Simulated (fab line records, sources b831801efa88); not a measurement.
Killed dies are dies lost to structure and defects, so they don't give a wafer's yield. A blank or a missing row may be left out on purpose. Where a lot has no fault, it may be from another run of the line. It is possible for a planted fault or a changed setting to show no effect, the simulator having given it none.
fab line records	flow sky130
[record] lots = 24	wafers = 72	last-day = 50
route steps=708 shown SONOS_ONO@185 LI_CONTACT@383 CAPM@538 METAL3@564 VIA3@575 METAL4@601
lots that met no fault: taken from a fault-free run of the same line
start-h: start of the lot's first displayed wafer, in hours after the record's first day	wait-h: hours from the lot's prior step to this one	" the same as in the row above	L1.1+2: several wafers, shown together as one row	- value missing, or start not given	* or withheld: withheld	< > ~ a bound
route shown NAME@n: names a module that has steps shown in the file, with the first one's number in the route	usual: mean/standard deviation taken from wafers without a fault	same: alike in all rows	chamber/n: place in a boat	sites: per-site readings	_std_site: the standard deviation of these	_edge_site: outer sites' mean less inner sites'	radius-mm: for every site, how far away it sits from the centre of the wafer	mask NAME#n: copy n	behind: the most recent tool/chamber to have shaped the wafer	hold: the reason the lot was held/the length of the hold in hours/how it ended	device: whichever transistor did not switch (one of n, p or np)	end of line: tests run on the same wafers once the route is complete	a step without rows: its recipe alone	killed: count of dies lost to structure and defects at first sort (not the wafer's yield)	map: a wafer's dies, marking killed ones x, the rest . and places with no die _
set.NAME: setting as actually run; set.NAME@STEP: the setting as run at that earlier step	model.NAME: the simulator's own value behind a step, which no gauge read
a sample of lots followed through the steps of the route, with each step as a table and each wafer as a row
services: the hour from which a tool's chamber was out of use, counted from the record's first day as start-h (under 0 if before that day), plus the number of hours and why
[[steps]]
[step SKY_SONOS_ONO_STRIP_17]
[recipe] chemistry = O2/N2	power-w = 1400	pressure-mtorr = 1500	platen-temp-c = withheld	o2-flow-sccm = 3000	n2-flow-sccm = 300	overash-fraction = 0.5
[usual] drypump-motor-current-A = 5.7/0.39	oes-product-au = 0.710/0.0047	strip-time-to-endpoint-s = 14.09/0.044
lot.wafer	tool	chamber	start-h	wait-h	drypump-motor-current-A	oes-product-au	rf-hours-counter-h	strip-time-to-endpoint-s
L074.1	plasma-asher-01	1	278.35	0.0	5.2	0.718	44	14.11
L074.2	"	0	"	"	5.8	0.695	44	14.14
L074.6	"	0	"	"	5.8	0.707	-	14.14
L075.2	plasma-asher-01	0	287.59	0.0	5.8	0.711	45	14.02
L075.4	"	0	"	"	5.8	0.712	-	14.09
L075.5	"	1	"	"	5.1	0.709	-	14.03
L076.1	plasma-asher-02	1	290.29	0.0	6.2	0.711	17	14.08
L076.5	"	1	"	"	6.1	0.713	-	14.13
L076.6	"	0	"	"	5.5	0.707	-	14.15
L077.2	plasma-asher-04	1	304.20	0.0	5.9	0.704	61	14.14
L077.5	"	1	"	"	5.9	0.711	-	14.10
L077.6	"	0	"	"	6.2	0.709	-	14.14
L078.3	plasma-asher-01	1	310.44	0.0	5.1	0.714	-	14.06
L078.4	"	0	"	"	5.8	0.704	-	14.04
L078.6	"	1	"	"	5.2	0.716	-	14.06
L079.2	plasma-asher-04	0	318.81	0.0	6.2	0.705	63	14.12
L079.3	"	0	"	"	6.2	0.719	-	14.16
L079.4	"	1	"	"	5.9	0.706	-	14.08
L080.2	plasma-asher-02	1	325.66	0.0	6.1	0.713	19	14.09
L080.5	"	1	"	"	6.2	0.708	-	14.18
L080.6	"	0	"	"	5.5	0.701	-	14.13
L081.1	plasma-asher-01	1	337.69	0.0	5.2	0.717	50	14.18
L081.2	"	0	"	"	5.8	0.705	50	14.15
L081.6	"	0	"	"	5.8	0.712	-	14.17
L082.2	plasma-asher-04	1	350.24	0.0	5.9	0.707	66	13.99
L082.4	"	0	"	"	6.2	0.708	-	13.99
L082.6	"	0	"	"	6.2	0.712	-	14.01
L083.2	plasma-asher-01	0	355.75	0.0	5.8	0.723	52	14.03
L083.4	"	0	"	"	5.8	0.706	-	14.00
L083.6	"	0	"	"	5.8	0.713	-	14.00
L084.2	plasma-asher-01	0	360.24	0.0	5.8	0.704	52	14.10
L084.4	"	0	"	"	5.8	0.712	-	14.12
L084.6	"	0	"	"	5.8	0.710	-	14.13
L085.1	plasma-asher-04	0	365.00	0.0	6.2	0.715	67	14.02
L085.4	"	0	"	"	6.2	0.702	-	14.10
L085.5	"	0	"	"	6.2	0.705	-	14.08
L086.1	plasma-asher-02	1	379.35	0.0	6.2	0.710	25	14.16
L086.2	"	0	"	"	5.5	0.708	25	14.07
L086.4	"	1	"	"	6.1	0.714	-	14.11
L087.3	plasma-asher-01	0	390.22	0.0	5.8	0.712	-	14.09
L087.4	"	1	"	"	5.2	0.715	-	14.09
L087.6	"	1	"	"	5.2	0.705	-	14.05
L088.1	plasma-asher-02	0	390.90	0.0	5.5	0.709	26	14.09
L088.4	"	0	"	"	5.5	0.704	-	14.15
L088.6	"	1	"	"	6.1	0.710	-	14.18
L089.1	plasma-asher-01	0	411.10	0.0	5.8	0.711	57	14.10
L089.2	"	1	"	"	5.2	0.711	57	14.10
L089.4	"	0	"	"	5.8	0.705	-	14.09
L090.2	plasma-asher-01	0	412.80	0.0	5.8	0.709	57	14.08
L090.5	"	0	"	"	5.8	0.708	-	14.12
L090.6	"	1	"	"	5.2	0.716	-	14.08
L091.2	plasma-asher-02	1	421.66	0.0	6.2	0.713	29	14.14
L091.3	"	1	"	"	6.1	0.709	-	14.12
L091.4	"	0	"	"	5.5	0.712	-	14.08
L092.1	plasma-asher-01	1	422.86	0.0	5.2	0.719	58	14.09
L092.3	"	1	"	"	5.2	0.706	-	14.07
L092.4	"	0	"	"	5.8	0.709	-	14.08
L094.2	plasma-asher-01	1	453.15	0.0	5.1	0.721	61	14.07
L094.4	"	1	"	"	5.2	0.707	-	14.04
L094.6	"	0	"	"	5.8	0.708	-	14.10
L093.4	plasma-asher-02	1	454.29	0.0	6.2	0.710	-	14.07
L093.5	"	1	"	"	6.2	0.708	-	14.04
L093.6	"	0	"	"	5.5	0.718	-	14.08
L095.3	plasma-asher-01	0	455.67	0.0	5.8	0.713	-	14.08
L095.4	"	1	"	"	5.2	0.713	-	14.07
L095.5	"	0	"	"	5.8	0.701	-	14.10
L096.4	plasma-asher-01	0	464.74	0.0	5.8	0.705	-	14.10
L096.5	"	0	"	"	5.8	0.714	-	14.07
L096.6	"	1	"	"	5.2	0.713	-	14.08
L097.3	plasma-asher-04	1	469.27	0.0	5.9	0.717	-	14.12
L097.4	"	0	"	"	6.2	0.709	-	14.12
L097.5	"	1	"	"	5.9	0.700	-	14.10
[step SKY_LI_CONTACT_CVD_21]
[recipe] material = W	target-thk-nm = 400	time-s = 120.56	temp-c = 400	pressure-torr = 40
[usual] heater-power-w = 875/43	susceptor-temp-C = 399.98/0.22
lot.wafer	tool	chamber	start-h	wait-h	heater-power-w	susceptor-temp-C
L074.1	cvd-w-02	1	672.84	0.0	863	400.09
L074.2	"	0	"	"	974	399.71
L074.6	"	0	"	"	924	399.83
L075.2	cvd-w-02	1	679.10	0.0	855	400.14
L075.4	"	1	"	"	854	400.07
L075.5	"	1	"	"	838	400.23
L076.1	cvd-w-02	1	687.23	0.0	834	399.82
L076.5	"	0	"	"	942	399.91
L076.6	"	1	"	"	840	399.83
L077.2	cvd-w-02	0	696.17	0.0	949	399.85
L077.5	"	1	"	"	851	400.05
L077.6	"	0	"	"	960	399.90
L078.3	cvd-w-01	1	706.20	0.1	859	400.21
L078.4	"	0	"	"	854	400.01
L078.6	"	1	"	"	834	399.94
L079.2	cvd-w-01	0	716.86	0.0	849	399.99
L079.3	"	0	"	"	862	399.79
L079.4	"	1	"	"	859	400.01
L080.2	cvd-w-02	0	718.92	0.0	935	399.76
L080.5	"	1	"	"	859	400.12
L080.6	"	0	"	"	971	400.06
L081.1	cvd-w-01	1	735.02	0.0	860	400.11
L081.2	"	0	"	"	854	399.99
L081.6	"	0	"	"	839	400.13
L082.2	cvd-w-01	0	748.48	0.0	850	400.14
L082.4	"	0	"	"	849	400.37
L082.6	"	0	"	"	868	400.23
L083.2	cvd-w-01	0	753.41	0.0	833	399.79
L083.4	"	0	"	"	872	399.69
L083.6	"	1	"	"	858	399.76
L084.2	cvd-w-01	1	759.56	0.0	843	399.90
L084.4	"	0	"	"	856	399.80
L084.6	"	1	"	"	847	400.12
L085.1	cvd-w-01	1	764.63	0.0	851	399.85
L085.4	"	0	"	"	849	400.38
L085.5	"	0	"	"	863	400.16
L086.1	cvd-w-01	0	776.13	0.0	847	399.50
L086.2	"	1	"	"	848	399.98
L086.4	"	1	"	"	839	399.82
L087.3	cvd-w-02	1	783.76	0.1	842	399.69
L087.4	"	0	"	"	960	399.82
L087.6	"	0	"	"	950	399.98
L088.1	cvd-w-01	1	785.93	0.0	875	400.25
L088.4	"	1	"	"	845	400.21
L088.6	"	0	"	"	869	399.77
L089.1	cvd-w-01	1	799.97	0.0	848	400.29
L089.2	"	0	"	"	851	399.69
L089.4	"	1	"	"	866	399.93
L090.2	cvd-w-02	0	804.66	0.0	959	399.60
L090.5	"	0	"	"	954	399.37
L090.6	"	1	"	"	834	400.02
L091.2	cvd-w-02	1	812.56	0.0	857	400.02
L091.3	"	1	"	"	849	399.89
L091.4	"	0	"	"	927	399.78
L092.1	cvd-w-02	0	814.87	0.0	952	399.92
L092.3	"	0	"	"	949	400.06
L092.4	"	1	"	"	851	399.90
L094.2	cvd-w-01	1	834.58	0.0	847	399.79
L094.4	"	1	"	"	856	399.81
L094.6	"	0	"	"	866	399.70
L093.4	cvd-w-01	0	838.25	0.1	854	400.21
L093.5	"	1	"	"	866	400.19
L093.6	"	0	"	"	848	400.27
L095.3	cvd-w-02	1	839.12	0.1	837	399.97
L095.4	"	0	"	"	930	400.23
L095.5	"	1	"	"	861	400.16
L096.4	cvd-w-02	0	846.01	0.1	954	400.45
L096.5	"	1	"	"	856	399.85
L096.6	"	0	"	"	950	399.89
L097.3	cvd-w-02	1	851.23	0.1	860	400.16
L097.4	"	0	"	"	970	400.19
L097.5	"	0	"	"	950	400.00
[step SKY_CAPM_THK_MEAS_01]
[recipe] reads = SiO2_of_CAPM_CVD_00
[usual] CAPM_CVD_00_THK = 15.39/0.24
lot.wafer	tool	chamber	start-h	wait-h	CAPM_CVD_00_THK[nm]
L074.1	film-metro-01	-	846.75	-	15.14
L074.2	"	-	"	"	15.51
L074.6	"	-	"	"	15.37
L075.2	film-metro-04	-	851.24	-	15.14
L075.4	"	-	"	"	15.27
L075.5	"	-	"	"	15.47
L076.1	film-metro-04	-	860.24	-	15.11
L076.5	"	-	"	"	15.25
L076.6	"	-	"	"	15.02
L077.2	film-metro-04	-	866.67	-	15.15
L077.5	"	-	"	"	15.37
L077.6	"	-	"	"	15.56
L078.3	film-metro-01	-	876.62	-	15.44
L078.4	"	-	"	"	15.34
L078.6	"	-	"	"	15.54
L079.2	film-metro-02	-	887.52	-	15.48
L079.3	"	-	"	"	15.51
L079.4	"	-	"	"	15.43
L080.2	film-metro-04	-	889.68	-	15.26
L080.5	"	-	"	"	15.43
L080.6	"	-	"	"	15.66
L081.1	film-metro-02	-	902.34	-	15.41
L081.2	"	-	"	"	15.18
L081.6	"	-	"	"	15.74
L082.2	film-metro-04	-	916.85	-	15.47
L082.4	"	-	"	"	15.28
L082.6	"	-	"	"	15.47
L083.2	film-metro-04	-	920.12	-	15.33
L083.4	"	-	"	"	15.69
L083.6	"	-	"	"	15.27
L084.2	film-metro-04	-	927.28	-	15.56
L084.4	"	-	"	"	15.34
L084.6	"	-	"	"	15.60
L085.1	film-metro-01	-	930.02	-	15.38
L085.4	"	-	"	"	15.51
L085.5	"	-	"	"	15.52
L086.1	film-metro-02	-	941.31	-	15.55
L086.2	"	-	"	"	15.64
L086.4	"	-	"	"	15.65
L087.3	film-metro-04	-	947.98	-	15.48
L087.4	"	-	"	"	15.58
L087.6	"	-	"	"	15.48
L088.1	film-metro-02	-	952.36	-	15.70
L088.4	"	-	"	"	15.92
L088.6	"	-	"	"	15.82
L089.1	film-metro-02	-	962.85	-	14.75
L089.2	"	-	"	"	15.06
L089.4	"	-	"	"	15.43
L090.2	film-metro-01	-	967.34	-	15.31
L090.5	"	-	"	"	15.50
L090.6	"	-	"	"	15.19
L091.2	film-metro-02	-	974.82	-	15.55
L091.3	"	-	"	"	15.47
L091.4	"	-	"	"	15.40
L092.1	film-metro-02	-	977.93	-	15.27
L092.3	"	-	"	"	14.75
L092.4	"	-	"	"	15.52
L094.2	film-metro-02	-	995.61	-	15.17
L094.4	"	-	"	"	15.57
L094.6	"	-	"	"	15.39
L093.4	film-metro-01	-	997.79	-	15.50
L093.5	"	-	"	"	15.45
L093.6	"	-	"	"	15.27
L095.3	film-metro-02	-	999.08	-	15.55
L095.4	"	-	"	"	15.83
L095.5	"	-	"	"	15.65
L096.4	film-metro-02	-	1004.61	-	16.07
L096.5	"	-	"	"	15.42
L096.6	"	-	"	"	15.63
L097.3	film-metro-01	-	1010.08	-	14.96
L097.4	"	-	"	"	15.47
L097.5	"	-	"	"	15.45
[step SKY_METAL3_OVL_MEAS_14]
[usual] METAL3_OVL = 2/4.8
lot.wafer	tool	chamber	start-h	wait-h	METAL3_OVL[nm]
L074.1	overlay-01	-	898.61	0.1	3
L074.2	"	-	"	"	-4
L074.6	"	-	"	"	-1
L075.2	overlay-01	-	902.72	0.1	5
L075.4	"	-	"	"	9
L075.5	"	-	"	"	11
L076.1	overlay-01	-	911.53	0.1	-3
L076.5	"	-	"	"	5
L076.6	"	-	"	"	1
L077.2	overlay-02	-	917.82	0.1	8
L077.5	"	-	"	"	-1
L077.6	"	-	"	"	2
L078.3	overlay-01	-	927.42	0.1	-2
L078.4	"	-	"	"	-3
L078.6	"	-	"	"	-4
L079.2	overlay-01	-	938.57	0.1	-4
L079.3	"	-	"	"	6
L079.4	"	-	"	"	-10
L080.2	overlay-01	-	940.89	0.1	1
L080.5	"	-	"	"	1
L080.6	"	-	"	"	11
L081.1	overlay-02	-	952.03	0.1	-1
L081.2	"	-	"	"	-3
L081.6	"	-	"	"	-6
L082.2	overlay-01	-	966.07	0.1	6
L082.4	"	-	"	"	-5
L082.6	"	-	"	"	5
L083.2	overlay-01	-	970.17	0.1	8
L083.4	"	-	"	"	-1
L083.6	"	-	"	"	10
L084.2	overlay-01	-	975.47	0.1	2
L084.4	"	-	"	"	3
L084.6	"	-	"	"	1
L085.1	overlay-01	-	977.91	0.1	6
L085.4	"	-	"	"	10
L085.5	"	-	"	"	5
L086.1	overlay-02	-	989.41	0.1	-7
L086.2	"	-	"	"	-6
L086.4	"	-	"	"	-2
L087.3	overlay-02	-	996.42	0.1	5
L087.4	"	-	"	"	3
L087.6	"	-	"	"	3
L088.1	overlay-02	-	999.78	0.1	2
L088.4	"	-	"	"	7
L088.6	"	-	"	"	6
L089.1	overlay-01	-	1011.23	0.1	11
L089.2	"	-	"	"	3
L089.4	"	-	"	"	7
L090.2	overlay-01	-	1014.04	0.1	4
L090.5	"	-	"	"	5
L090.6	"	-	"	"	6
L091.2	overlay-01	-	1021.77	0.1	2
L091.3	"	-	"	"	3
L091.4	"	-	"	"	1
L092.1	overlay-01	-	1024.16	0.1	6
L092.3	"	-	"	"	2
L092.4	"	-	"	"	-4
L094.2	overlay-01	-	1042.42	0.1	-2
L094.4	"	-	"	"	3
L094.6	"	-	"	"	-3
L093.4	overlay-01	-	1043.75	0.1	-2
L093.5	"	-	"	"	-1
L093.6	"	-	"	"	5
L095.3	overlay-02	-	1044.57	0.1	2
L095.4	"	-	"	"	-1
L095.5	"	-	"	"	-8
L096.4	overlay-01	-	1050.25	0.1	1
L096.5	"	-	"	"	0
L096.6	"	-	"	"	7
L097.3	overlay-02	-	1055.13	0.1	4
L097.4	"	-	"	"	4
L097.5	"	-	"	"	9
[step SKY_VIA3_CMP_02]
[recipe] material = SiO2	down-force-psi = 4	platen-rpm = 60	pad-velocity-m-s = 0.94248
[usual] motor-current-A = 12.1/0.87
lot.wafer	tool	chamber	start-h	wait-h	motor-current-A
L074.2	cmp-02	3	900.27	0.4	11.1
L074.1	"	0	"	"	12.3
L074.6	"	0	"	"	13.1
L075.4	cmp-01	2	903.92	0.0	12.4
L075.2	"	0	"	"	12.2
L075.5	"	2	"	"	13.1
L076.1	cmp-01	0	912.89	0.1	12.5
L076.6	"	3	"	"	12.2
L076.5	"	0	"	"	10.9
L077.2	cmp-01	1	919.45	0.2	13.3
L077.6	"	2	"	"	12.5
L077.5	"	3	"	"	13.4
L078.3	cmp-02	0	928.77	0.1	12.5
L078.4	"	2	"	"	10.2
L078.6	"	3	"	"	10.6
L079.3	cmp-01	3	939.80	0.1	12.3
L079.4	"	0	"	"	11.9
L079.2	"	1	"	"	13.4
L080.2	cmp-01	0	942.43	0.2	12.1
L080.5	"	0	"	"	12.2
L080.6	"	1	"	"	12.4
L081.2	cmp-02	0	953.74	0.6	12.8
L081.1	"	1	"	"	11.4
L081.6	"	3	"	"	11.3
L082.2	cmp-01	1	967.30	0.1	12.0
L082.4	"	3	"	"	12.5
L082.6	"	0	"	"	11.8
L083.2	cmp-02	2	971.51	0.0	10.5
L083.4	"	3	"	"	11.5
L083.6	"	2	"	"	10.2
L084.4	cmp-02	3	976.79	0.0	11.6
L084.2	"	1	"	"	12.1
L084.6	"	0	"	"	12.5
L085.4	cmp-02	2	979.09	0.0	11.0
L085.1	"	0	"	"	12.9
L085.5	"	3	"	"	11.1
L086.1	cmp-02	2	990.59	0.1	10.5
L086.2	"	3	"	"	10.7
L086.4	"	0	"	"	12.8
L087.4	cmp-01	0	997.65	0.1	12.4
L087.3	"	1	"	"	12.5
L087.6	"	0	"	"	12.3
L088.4	cmp-02	3	1001.02	0.1	11.5
L088.1	"	0	"	"	12.7
L088.6	"	2	"	"	10.3
L089.1	cmp-01	0	1012.42	0.1	12.1
L089.4	"	1	"	"	12.6
L089.2	"	2	"	"	12.1
L090.2	cmp-02	2	1015.27	0.1	10.0
L090.5	"	1	"	"	11.8
L090.6	"	2	"	"	10.5
L091.3	cmp-02	3	1023.00	0.1	11.3
L091.2	"	0	"	"	12.2
L091.4	"	1	"	"	11.5
L092.1	cmp-01	3	1025.34	0.1	13.5
L092.3	"	0	"	"	12.3
L092.4	"	1	"	"	12.6
L094.4	cmp-01	0	1043.68	0.0	11.7
L094.2	"	2	"	"	12.6
L094.6	"	1	"	"	11.8
L093.4	cmp-02	2	1045.20	0.2	10.9
L093.6	"	3	"	"	11.4
L093.5	"	0	"	"	13.2
L095.3	cmp-01	2	1045.80	0.1	12.1
L095.4	"	0	"	"	11.3
L095.5	"	1	"	"	12.7
L096.4	cmp-01	3	1051.62	0.2	12.7
L096.6	"	0	"	"	12.0
L096.5	"	1	"	"	12.6
L097.3	cmp-02	0	1056.36	0.0	12.6
L097.4	"	1	"	"	11.6
L097.5	"	1	"	"	12.3
[step SKY_METAL4_SPUTTER_03]
[recipe] material = Ti	target-thk-nm = 5	power-w = 3000	time-s = 3.3	chamber-pressure-pa = 0.4
[usual] throttle-valve-pct = 30.5/1.1
lot.wafer	tool	chamber	start-h	wait-h	throttle-valve-pct
L074.1	pvd-sputter-02	-	927.52	0.0	30.1
L074.2	"	-	"	"	29.2
L074.6	"	-	"	"	29.5
L075.2	pvd-sputter-03	-	930.94	0.0	30.4
L075.4	"	-	"	"	30.9
L075.5	"	-	"	"	30.5
L076.1	pvd-sputter-04	-	939.43	0.0	30.2
L076.5	"	-	"	"	28.6
L076.6	"	-	"	"	31.7
L077.2	pvd-sputter-03	-	946.16	0.0	30.3
L077.5	"	-	"	"	30.3
L077.6	"	-	"	"	30.8
L078.3	pvd-sputter-02	-	954.98	0.0	33.0
L078.4	"	-	"	"	30.9
L078.6	"	-	"	"	33.0
L079.2	pvd-sputter-04	-	965.46	0.0	28.5
L079.3	"	-	"	"	31.8
L079.4	"	-	"	"	29.9
L080.2	pvd-sputter-02	-	968.89	0.0	33.1
L080.5	"	-	"	"	31.1
L080.6	"	-	"	"	33.2
L081.1	pvd-sputter-02	-	979.78	0.0	31.3
L081.2	"	-	"	"	32.8
L081.6	"	-	"	"	29.9
L082.2	pvd-sputter-02	-	992.11	0.0	29.8
L082.4	"	-	"	"	33.2
L082.6	"	-	"	"	31.2
L083.2	pvd-sputter-04	-	997.04	0.0	29.9
L083.4	"	-	"	"	30.1
L083.6	"	-	"	"	31.8
L084.2	pvd-sputter-02	-	1001.11	0.0	29.3
L084.4	"	-	"	"	33.3
L084.6	"	-	"	"	29.2
L085.1	pvd-sputter-03	-	1004.70	0.0	30.4
L085.4	"	-	"	"	29.9
L085.5	"	-	"	"	30.8
L086.1	pvd-sputter-03	-	1015.89	0.0	29.9
L086.2	"	-	"	"	30.6
L086.4	"	-	"	"	30.9
L087.3	pvd-sputter-03	-	1022.73	0.0	30.7
L087.4	"	-	"	"	29.8
L087.6	"	-	"	"	30.0
L088.1	pvd-sputter-03	-	1025.29	0.0	30.7
L088.4	"	-	"	"	30.7
L088.6	"	-	"	"	30.7
L089.1	pvd-sputter-03	-	1036.11	0.0	30.9
L089.2	"	-	"	"	30.6
L089.4	"	-	"	"	29.7
L090.2	pvd-sputter-03	-	1039.66	0.0	30.6
L090.5	"	-	"	"	30.3
L090.6	"	-	"	"	30.7
L091.2	pvd-sputter-04	-	1047.04	0.0	30.2
L091.3	"	-	"	"	28.5
L091.4	"	-	"	"	31.7
L092.1	pvd-sputter-02	-	1049.92	0.0	31.1
L092.3	"	-	"	"	29.5
L092.4	"	-	"	"	29.7
L094.2	pvd-sputter-04	-	1067.42	0.0	30.2
L094.4	"	-	"	"	28.6
L094.6	"	-	"	"	32.0
L093.4	pvd-sputter-03	-	1068.90	0.0	30.1
L093.5	"	-	"	"	30.6
L093.6	"	-	"	"	30.7
L095.3	pvd-sputter-04	-	1069.83	0.0	30.0
L095.4	"	-	"	"	28.5
L095.5	"	-	"	"	28.6
L096.4	pvd-sputter-02	-	1075.35	0.0	31.0
L096.5	"	-	"	"	29.1
L096.6	"	-	"	"	30.0
L097.3	pvd-sputter-04	-	1079.56	0.0	31.9
L097.4	"	-	"	"	29.7
L097.5	"	-	"	"	30.2
[[services]]
tool	chamber	start-h	hours	kind
plasma-asher-01	-	267.82	7.5	repair
cmp-02	-	286.90	8.3	pm
cvd-w-01	-	293.64	0.3	repair
cmp-01	-	295.76	0.9	repair
cmp-01	-	323.93	1.4	repair
cmp-02	-	326.86	1.9	repair
cmp-01	-	331.41	8.4	pm
cvd-w-01	-	335.68	0.6	repair
cmp-02	-	347.44	1.2	repair
cmp-02	-	349.11	4.7	pm
plasma-asher-01	-	357.34	2.8	pm
plasma-asher-01	-	365.21	2.3	repair
cmp-02	-	371.80	29.0	repair
cmp-02	-	388.55	0.5	repair
cmp-02	-	389.49	1.1	repair
cvd-w-01	-	390.00	14.0	pm
cmp-01	-	392.44	0.5	repair
cmp-01	-	404.09	4.0	pm
plasma-asher-01	-	526.97	2.2	repair
plasma-asher-01	-	708.94	3.8	repair
plasma-asher-01	-	876.12	0.8	repair
plasma-asher-01	-	924.56	2.5	repair
plasma-asher-01	-	973.02	2.8	repair
plasma-asher-01	-	1055.25	9.0	pm
[[key]]
fault none
